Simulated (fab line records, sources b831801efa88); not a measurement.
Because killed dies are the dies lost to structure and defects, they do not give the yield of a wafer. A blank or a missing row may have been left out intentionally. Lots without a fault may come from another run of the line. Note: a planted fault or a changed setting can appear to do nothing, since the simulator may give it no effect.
Chamber matching    flow gf180mcu    4 sister chambers for GF_V4_CMP_26 on cmp-02
The step polishes, stops on SiO2, t overpolish 15 s, target thk 0 nm. 4 wafers are shown with their chamber, then 10 later ones without.

## WAFERS WITH THEIR CHAMBER
wafer   chamber  motor current A (A)
L822.1  1        11.6
L823.2  0        13.3
L828.1  2        12.9
L828.4  3        10.5

## WAFERS MISSING THEIR CHAMBER
wafer   motor current A (A)
L828.5  11.6
L831.1  12.6
L831.4  12.8
L831.6  12.5
L834.3  10.8
L834.4  12.6
L834.5  12.5
L835.1  12.4
L835.2  12.0
L835.5  12.1

## WHICH CHAMBER EACH ONE RAN IN
wafer    from the rows above            in truth
L828.5   1                              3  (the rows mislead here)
L831.1   can't be placed: 2 or 0 or 1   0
L831.4   can't be placed: 2 or 0        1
L831.6   can't be placed: 2 or 0 or 1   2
L834.3   can't be placed: 3 or 1        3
L834.4   can't be placed: 2 or 0 or 1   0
L834.5   can't be placed: 2 or 0 or 1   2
L835.1   can't be placed: 2 or 1 or 0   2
L835.2   can't be placed: 1 or 2        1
L835.5   can't be placed: 1 or 2 or 0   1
Correct placement for 0 of the 10. Cannot be placed on the basis of these rows: 9; the candidates contain the true chamber in 8. Wrongly placed: 1.
How it was worked out, from the rows above alone: a wafer's distance from a chamber is the root of the sum, over the readings, of the square of ((its reading less the chamber's mean) divided by the reading's scatter). If the next closest chamber is less than 2 further off than the closest, the wafer can't be placed; otherwise it belongs to the closest. For every chamber, the mean is computed from those of its wafers that are shown. The scatter (one wafer shown for each chamber): square how far every hidden wafer sits from the nearest shown wafer, average those squares and take the square root.
